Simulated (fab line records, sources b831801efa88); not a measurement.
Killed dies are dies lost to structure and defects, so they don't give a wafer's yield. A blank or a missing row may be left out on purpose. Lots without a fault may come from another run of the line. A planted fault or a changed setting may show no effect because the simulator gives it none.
Which tool did it? | flow sky130 | 14 lots, 42 wafers sampled, at 7 steps of a route of 708

WHAT THE GAUGES READ, wafer by wafer
SKY_SONOS_TUNNEL_TW_MEAS_12. Usual: SONOS_TUNNEL_TW 196.4, standard deviation 1.
lot  | measured     | on            | SONOS_TUNNEL_TW   | flag
L905 | day 12 07:05 | film_metro-03 | 196.6 196.3 196.6 |
L906 | day 12 08:05 | film_metro-04 | 195.2 195.3 194.5 |
L907 | day 12 12:45 | film_metro-04 | 195.7 194.3 194.6 |
L909 | day 13 07:00 | film_metro-02 | 197.0 197.0 195.6 |
L910 | day 13 19:06 | film_metro-02 | 196.3 196.3 197.4 |
L912 | day 13 21:14 | film_metro-04 | 196.0 195.1 196.1 |
L914 | day 14 17:19 | film_metro-02 | 196.0 196.0 195.4 |
L920 | day 16 12:05 | film_metro-02 | 197.2 197.5 196.7 |
L921 | day 16 16:49 | film_metro-02 | 197.8 198.4 197.2 |
L922 | day 17 05:10 | film_metro-04 | 197.0 196.0 196.8 |
L923 | day 17 07:22 | film_metro-02 | 197.2 198.0 197.4 |
L924 | day 17 22:17 | film_metro-03 | 197.8 197.7 198.0 |
L926 | day 18 13:30 | film_metro-03 | 196.6 197.0 196.8 |
L927 | day 18 23:08 | film_metro-02 | 195.4 196.3 196.1 |

SKY_SONOS_ONO_CD_MEAS_13: target cd 410 nm. Usual: cd_nm 410.4 nm, standard deviation 2.4.
lot  | measured     | on        | cd_nm (nm)        | flag
L905 | day 13 15:55 | cd_sem-01 | 411.2 412.2 412.7 |
L906 | day 13 15:37 | cd_sem-01 | 412.5 409.0 412.6 |
L907 | day 13 19:45 | cd_sem-01 | 410.1 410.5 411.2 |
L909 | day 14 11:06 | cd_sem-01 | 410.6 409.5 411.2 |
L910 | day 15 03:00 | cd_sem-02 | 414.2 411.4 408.5 |
L912 | day 15 04:56 | cd_sem-01 | 414.8 410.6 412.5 |
L914 | day 16 00:07 | cd_sem-02 | 410.5 409.5 409.3 |
L920 | day 17 22:22 | cd_sem-01 | 413.2 410.4 410.6 |
L921 | day 18 02:40 | cd_sem-02 | 409.5 410.9 409.4 |
L922 | day 18 19:19 | cd_sem-02 | 412.3 412.4 412.4 |
L923 | day 18 20:25 | cd_sem-01 | 411.3 410.5 411.2 |
L924 | day 19 12:47 | cd_sem-01 | 407.8 410.3 410.0 |
L926 | day 20 01:58 | cd_sem-01 | 413.0 411.5 414.3 |
L927 | day 20 11:41 | cd_sem-02 | 409.0 409.2 408.9 |

SKY_POLY_GATE_CD_MEAS_22. Usual: cd_nm 150.4 nm, standard deviation 2.4.
lot  | measured     | on        | cd_nm (nm)        | flag
L905 | day 17 15:56 | cd_sem-01 | 149.6 149.6 149.8 |
L906 | day 17 15:49 | cd_sem-02 | 151.7 149.3 144.6 |
L907 | day 17 21:18 | cd_sem-01 | 147.5 149.5 154.0 |
L909 | day 18 09:01 | cd_sem-02 | 153.4 153.1 152.5 |
L910 | day 19 05:29 | cd_sem-01 | - - -             | OFF
L912 | day 19 06:42 | cd_sem-02 | - - -             | OFF
L914 | day 20 09:04 | cd_sem-01 | 149.7 155.0 148.3 |
L920 | day 22 05:50 | cd_sem-01 | 157.1 146.5 148.0 |
L921 | day 22 10:32 | cd_sem-01 | 149.6 145.3 149.1 |
L922 | day 23 01:49 | cd_sem-01 | 149.6 148.0 150.0 |
L923 | day 23 04:35 | cd_sem-02 | 154.4 155.4 149.1 |
L924 | day 23 18:05 | cd_sem-01 | 152.0 149.6 151.8 |
L926 | day 24 06:22 | cd_sem-02 | 151.3 152.8 147.1 |
L927 | day 24 12:46 | cd_sem-02 | 150.0 151.1 147.6 |

WHICH TOOL RAN EACH LOT (tool, then ch and the chambers of the sampled wafers, then the start)
lot  | SKY_SONOS_ONO_STRIP_17               | SKY_POLY_GATE_ETCH_15              | SKY_POLY_GATE_ETCH_16              | SKY_POLY_GATE_ETCH_17
L905 | plasma_asher-03 ch 0,1, day 13 16:10 | rie_diel-01 ch 0,1, day 17 13:23   | rie_diel-01 ch 0,1, day 17 13:28   | rie_si-01 ch 0,1,2, day 17 13:34
L906 | plasma_asher-01 ch 0,1, day 13 15:52 | rie_diel-04 ch 0,1,3, day 17 11:07 | rie_diel-04 ch 0,1,3, day 17 11:12 | rie_si-02 ch 0,1,2, day 17 11:18
L907 | plasma_asher-02 ch 0,1, day 13 20:01 | rie_diel-04 ch 1,2,3, day 17 16:40 | rie_diel-04 ch 1,2,3, day 17 16:45 | rie_si-01 ch 0,1,3, day 17 16:51
L909 | plasma_asher-03 ch 0,1, day 14 11:22 | rie_diel-01 ch 0,1,2, day 18 05:52 | rie_diel-01 ch 0,1,2, day 18 05:57 | rie_si-02 ch 2,3, day 18 06:02
L910 | plasma_asher-02 ch 0,1, day 15 03:16 | rie_diel-04 ch 1,2, day 19 02:34   | rie_diel-04 ch 1,2, day 19 02:39   | rie_si-02 ch 1,2,3, day 19 02:45
L912 | plasma_asher-02 ch 0,1, day 15 05:10 | rie_diel-01 ch 2,3, day 19 04:52   | rie_diel-01 ch 2,3, day 19 04:57   | rie_si-01 ch 0,1,3, day 19 05:02
L914 | plasma_asher-03 ch 0,1, day 16 00:22 | rie_diel-02 ch 0,1, day 20 07:10   | rie_diel-02 ch 0,1, day 20 07:15   | rie_si-01 ch 0,1,2, day 20 07:22
L920 | plasma_asher-01 ch 1, day 17 22:37   | rie_diel-04 ch 0,3, day 22 04:08   | rie_diel-04 ch 0,3, day 22 04:13   | rie_si-02 ch 0,3, day 22 04:19
L921 | plasma_asher-03 ch 0,1, day 18 02:55 | rie_diel-04 ch 1,2, day 22 08:49   | rie_diel-04 ch 1,2, day 22 08:54   | rie_si-01 ch 0,1,3, day 22 09:00
L922 | plasma_asher-03 ch 0,1, day 18 19:34 | rie_diel-01 ch 0,1,3, day 23 00:05 | rie_diel-01 ch 0,1,3, day 23 00:10 | rie_si-02 ch 0,3, day 23 00:16
L923 | plasma_asher-01 ch 0, day 18 20:40   | rie_diel-04 ch 2,3, day 23 02:04   | rie_diel-04 ch 2,3, day 23 02:09   | rie_si-01 ch 0,1,3, day 23 02:15
L924 | plasma_asher-03 ch 0,1, day 19 13:01 | rie_diel-02 ch 0,1,2, day 23 16:19 | rie_diel-02 ch 0,1,2, day 23 16:24 | rie_si-02 ch 0,1,3, day 23 16:29
L926 | plasma_asher-03 ch 0,1, day 20 02:12 | rie_diel-02 ch 1,2, day 24 04:01   | rie_diel-02 ch 1,2, day 24 04:06   | rie_si-02 ch 0,2,3, day 24 04:12
L927 | plasma_asher-02 ch 0,1, day 20 11:58 | rie_diel-04 ch 2,3, day 24 11:04   | rie_diel-04 ch 2,3, day 24 11:09   | rie_si-01 ch 0,1,2, day 24 11:14
- SKY_SONOS_ONO_STRIP_17: strips in O2/N2.
- SKY_POLY_GATE_ETCH_15: etches BARC in N2/H2, stops on SiO2, time 118.5 s, target depth 110 nm.
- SKY_POLY_GATE_ETCH_16: etches Si3N4 in CH3F/O2, stops on poly-Si, time 147.5 s, target depth 75 nm.
- SKY_POLY_GATE_ETCH_17: etches poly-Si in HBr/Cl2, stops on SiO2, target depth 180 nm, time 70.5 s.

WHAT THE TOOLS THEMSELVES READ (means of the sampled wafers that have a number; where no wafer has one, the mark that the record gives instead)
SKY_SONOS_ONO_STRIP_17. Usual: drypump_motor_current_A 5.9 A, standard deviation 0.51; o2_flow_sccm 2999 sccm, standard deviation 8.3; oes_product_au 0.710 a.u., standard deviation 0.0047; strip_time_to_endpoint_s 14.10 s, standard deviation 0.047.
lot  | tool            | drypump_motor_current_A (A) | o2_flow_sccm (sccm) | oes_product_au (a.u.) | strip_time_to_endpoint_s (s) | flag
L905 | plasma_asher-03 | 6.2                         | 2991                | 0.710                 | 14.16                        |
L906 | plasma_asher-01 | 6.0                         | 3000                | 0.710                 | 14.10                        |
L907 | plasma_asher-02 | 5.3                         | 2996                | 0.707                 | 14.11                        |
L909 | plasma_asher-03 | 6.1                         | 3000                | 0.712                 | 14.11                        |
L910 | plasma_asher-02 | 5.3                         | 3002                | 0.710                 | 14.07                        |
L912 | plasma_asher-02 | 5.7                         | 2998                | 0.708                 | 14.07                        |
L914 | plasma_asher-03 | 6.0                         | 2996                | 0.711                 | 14.07                        |
L920 | plasma_asher-01 | 6.7                         | 2995                | 0.711                 | 14.19                        |
L921 | plasma_asher-03 | 6.3                         | 2999                | 0.710                 | 14.10                        |
L922 | plasma_asher-03 | 6.1                         | 2999                | 0.712                 | 14.16                        |
L923 | plasma_asher-01 | 5.6                         | 3006                | 0.707                 | 14.00                        |
L924 | plasma_asher-03 | 6.0                         | 2991                | 0.706                 | 14.05                        |
L926 | plasma_asher-03 | 6.2                         | 2991                | 0.708                 | 14.09                        |
L927 | plasma_asher-02 | 5.6                         | 3002                | 0.708                 | 14.05                        |

SKY_POLY_GATE_ETCH_15. Usual: bias_w 100.0 W, standard deviation 0.32; chamber_pressure_mTorr 30.000 mTorr, standard deviation 0.025; drypump_motor_current_A 5.6 A, standard deviation 0.45; oes_product_au 0.715 a.u., standard deviation 0.0045; throttle_valve_pct 13.213 %, standard deviation 0.0091.
lot  | tool        | bias_w (W) | chamber_pressure_mTorr (mTorr) | drypump_motor_current_A (A) | oes_product_au (a.u.) | throttle_valve_pct (%) | flag
L905 | rie_diel-01 | 100.3      | 30.007                         | 5.1                         | 0.717                 | 13.204                 |
L906 | rie_diel-04 | 100.0      | 30.002                         | 5.4                         | 0.715                 | 13.207                 |
L907 | rie_diel-04 | 100.4      | 29.992                         | 5.5                         | 0.716                 | 13.211                 |
L909 | rie_diel-01 | 100.0      | 29.977                         | 5.5                         | 0.715                 | 13.209                 |
L910 | rie_diel-04 | -          | -                              | -                           | -                     | -                      | OFF
L912 | rie_diel-01 | -          | -                              | -                           | -                     | -                      | OFF
L914 | rie_diel-02 | 100.2      | 29.969                         | 5.2                         | 0.716                 | 13.207                 |
L920 | rie_diel-04 | 99.8       | 30.005                         | 5.5                         | 0.716                 | 13.226                 |
L921 | rie_diel-04 | 100.2      | 29.986                         | 5.7                         | 0.715                 | 13.206                 |
L922 | rie_diel-01 | 99.9       | 30.025                         | 5.5                         | 0.717                 | 13.218                 |
L923 | rie_diel-04 | 99.8       | 30.005                         | 5.8                         | 0.713                 | 13.215                 |
L924 | rie_diel-02 | 100.3      | 30.014                         | 5.4                         | 0.714                 | 13.221                 |
L926 | rie_diel-02 | 99.9       | 29.972                         | 5.6                         | 0.717                 | 13.212                 |
L927 | rie_diel-04 | 99.8       | 29.996                         | 5.8                         | 0.715                 | 13.213                 |

SKY_POLY_GATE_ETCH_16. Usual: O2_flow_sccm 30.01 sccm, standard deviation 0.085; bias_w 80.04 W, standard deviation 0.24; drypump_motor_current_A 5.6 A, standard deviation 0.45; oes_product_au 0.639 a.u., standard deviation 0.0059; throttle_valve_pct 10.535 %, standard deviation 0.0093.
lot  | tool        | O2_flow_sccm (sccm) | bias_w (W) | drypump_motor_current_A (A) | oes_product_au (a.u.) | throttle_valve_pct (%) | flag
L905 | rie_diel-01 | 29.92               | 80.04      | 5.1                         | 0.641                 | 10.543                 |
L906 | rie_diel-04 | 30.08               | 79.86      | 5.4                         | 0.645                 | 10.541                 |
L907 | rie_diel-04 | 29.99               | 79.94      | 5.5                         | 0.643                 | 10.533                 |
L909 | rie_diel-01 | 29.96               | 79.88      | 5.4                         | 0.640                 | 10.544                 |
L910 | rie_diel-04 | 30.04               | 80.09      | 5.7                         | 0.376                 | 10.497                 | OFF
L912 | rie_diel-01 | 29.92               | 80.09      | 6.1                         | 0.379                 | 10.493                 | OFF
L914 | rie_diel-02 | 29.97               | 79.88      | 5.2                         | 0.640                 | 10.528                 |
L920 | rie_diel-04 | 30.07               | 80.21      | 5.5                         | 0.638                 | 10.546                 |
L921 | rie_diel-04 | 29.96               | 80.05      | 5.7                         | 0.647                 | 10.527                 |
L922 | rie_diel-01 | 30.01               | 80.09      | 5.5                         | 0.636                 | 10.534                 |
L923 | rie_diel-04 | 29.98               | 80.10      | 5.8                         | 0.639                 | 10.536                 |
L924 | rie_diel-02 | 30.07               | 79.99      | 5.4                         | 0.637                 | 10.534                 |
L926 | rie_diel-02 | 29.95               | 80.11      | 5.6                         | 0.631                 | 10.537                 |
L927 | rie_diel-04 | 29.98               | 80.13      | 5.8                         | 0.643                 | 10.534                 |

SKY_POLY_GATE_ETCH_17. Usual: HBr_flow_sccm 150.0 sccm, standard deviation 0.46; bias_w 99.98 W, standard deviation 0.28; drypump_motor_current_A 5.5 A, standard deviation 0.38; mfc_cl2_sccm 50.01 sccm, standard deviation 0.15; oes_product_au 0.986 a.u., standard deviation 0.008; throttle_valve_pct 33.684 %, standard deviation 0.0087.
lot  | tool      | HBr_flow_sccm (sccm) | bias_w (W) | drypump_motor_current_A (A) | mfc_cl2_sccm (sccm) | oes_product_au (a.u.) | throttle_valve_pct (%) | flag
L905 | rie_si-01 | 149.5                | 100.23     | 5.6                         | 49.96               | 0.991                 | 33.687                 |
L906 | rie_si-02 | 150.3                | 100.14     | 5.3                         | 49.99               | 0.974                 | 33.694                 |
L907 | rie_si-01 | 150.1                | 100.10     | 5.6                         | 50.10               | 0.982                 | 33.680                 |
L909 | rie_si-02 | 150.4                | 99.73      | 5.2                         | 49.78               | 0.981                 | 33.680                 |
L910 | rie_si-02 | 150.2                | 100.15     | 5.2                         | 49.95               | 0.279                 | 33.685                 | OFF
L912 | rie_si-01 | 149.8                | 99.77      | 5.6                         | 50.07               | 0.272                 | 33.686                 | OFF
L914 | rie_si-01 | 150.5                | 100.11     | 5.6                         | 50.09               | 0.985                 | 33.686                 |
L920 | rie_si-02 | 149.7                | 100.02     | 5.4                         | 50.04               | 0.988                 | 33.678                 |
L921 | rie_si-01 | 149.9                | 99.95      | 5.6                         | 50.06               | 0.990                 | 33.682                 |
L922 | rie_si-02 | 150.1                | 99.82      | 5.4                         | 49.90               | 0.978                 | 33.683                 |
L923 | rie_si-01 | 150.0                | 99.71      | 5.6                         | 50.06               | 0.989                 | 33.689                 |
L924 | rie_si-02 | 149.9                | 99.78      | 5.4                         | 50.01               | 0.982                 | 33.683                 |
L926 | rie_si-02 | 149.8                | 99.88      | 5.3                         | 50.02               | 0.990                 | 33.677                 |
L927 | rie_si-01 | 149.9                | 99.91      | 5.6                         | 50.06               | 0.996                 | 33.685                 |

THE ANSWER, worked out from the rows above alone
Rule: a lot is off if the mean of its wafers that have a number lies more than 3 standard deviations from the usual mean. A lot without any number at a reading at which 4 lots or more have one is off too. The other lots that the step has rows for count as sound. The gauges are gone through in route order, then the tools' own readings, and for those a lot's mean is taken as printed above. The first step at which some lot is off is used, and at that step the reading that is off furthest; a lot without a number counts as furthest.
Off: L910, L912, at SKY_POLY_GATE_CD_MEAS_22 (cd_nm). Without a number there: L910, L912.
A tool fits if, at a process step before that reading, it ran every lot that is off, and no sound lot after the first of them. The gauges at SKY_POLY_GATE_CD_MEAS_22 aren't tried: what is off there is off at SKY_POLY_GATE_ETCH_15 too, on other tools, and a gauge's error can't cause that. None of those tried fits.

WHAT THE SIMULATOR HAD PUT IN
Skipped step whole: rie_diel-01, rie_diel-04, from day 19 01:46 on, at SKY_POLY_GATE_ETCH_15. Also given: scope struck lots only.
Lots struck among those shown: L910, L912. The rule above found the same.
